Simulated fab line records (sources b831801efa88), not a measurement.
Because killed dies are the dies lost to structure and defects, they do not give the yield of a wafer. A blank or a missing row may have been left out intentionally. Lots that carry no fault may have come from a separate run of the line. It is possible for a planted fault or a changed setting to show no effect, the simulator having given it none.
Chamber matching / flow gf180mcu / GF_PASSIVATION_ETCH_11 on rie diel-04 has 4 sister chambers
The step etches the open film in CF4/O2, stops on TiN, target depth 1800 nm, time 400 s. 8 wafers are shown with their chamber, then 9 later ones without.

WAFERS PAIRED WITH THEIR CHAMBERS
wafer=L762.3; chamber=3; drypump motor current A (A)=6.0; throttle valve pct (%)=5.943
wafer=L765.1; chamber=0; drypump motor current A (A)=6.0; throttle valve pct (%)=5.974
wafer=L768.1; chamber=0; drypump motor current A (A)=6.0; throttle valve pct (%)=5.959
wafer=L768.2; chamber=3; drypump motor current A (A)=6.0; throttle valve pct (%)=5.950
wafer=L768.3; chamber=1; drypump motor current A (A)=5.6; throttle valve pct (%)=5.968
wafer=L770.4; chamber=2; drypump motor current A (A)=5.9; throttle valve pct (%)=5.943
wafer=L770.5; chamber=1; drypump motor current A (A)=5.5; throttle valve pct (%)=5.984
wafer=L770.6; chamber=2; drypump motor current A (A)=5.9; throttle valve pct (%)=5.964

WAFERS WHOSE CHAMBER IS MISSING
wafer=L771.1; drypump motor current A (A)=6.1; throttle valve pct (%)=5.957
wafer=L771.5; drypump motor current A (A)=5.5; throttle valve pct (%)=5.972
wafer=L771.6; drypump motor current A (A)=6.0; throttle valve pct (%)=5.954
wafer=L780.1; drypump motor current A (A)=6.0; throttle valve pct (%)=5.960
wafer=L780.2; drypump motor current A (A)=5.5; throttle valve pct (%)=5.972
wafer=L780.5; drypump motor current A (A)=6.0; throttle valve pct (%)=5.966
wafer=L781.1; drypump motor current A (A)=6.0; throttle valve pct (%)=5.957
wafer=L781.2; drypump motor current A (A)=6.0; throttle valve pct (%)=5.977
wafer=L781.4; drypump motor current A (A)=5.5; throttle valve pct (%)=5.962

EACH ONE'S CHAMBER
wafer=L771.1; from the rows above=can't be placed: 0 or 3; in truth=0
wafer=L771.5; from the rows above=1; in truth=1
wafer=L771.6; from the rows above=can't be placed: 3 or 0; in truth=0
wafer=L780.1; from the rows above=can't be placed: 0 or 3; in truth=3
wafer=L780.2; from the rows above=1; in truth=1
wafer=L780.5; from the rows above=can't be placed: 0 or 3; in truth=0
wafer=L781.1; from the rows above=can't be placed: 0 or 3 or 2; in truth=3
wafer=L781.2; from the rows above=can't be placed: 0 or 3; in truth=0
wafer=L781.4; from the rows above=1; in truth=1
Placed correctly: 3 of 9. Cannot be placed on the basis of these rows: 6; the candidates contain the true chamber in 6. Number placed wrongly: 0.
How it was worked out, from the rows above alone: a wafer's distance from a chamber is the root of the sum, over the readings, of the square of ((its reading less the chamber's mean) divided by the reading's scatter). The wafer belongs to the nearest chamber; if the next one is less than 2 further off, it can't be placed. The mean given for a chamber averages the wafers shown for that chamber. The scatter is the square root of a quotient: the sum, over the shown wafers, of each reading's squared deviation from its chamber's mean, divided by wafers minus chambers.
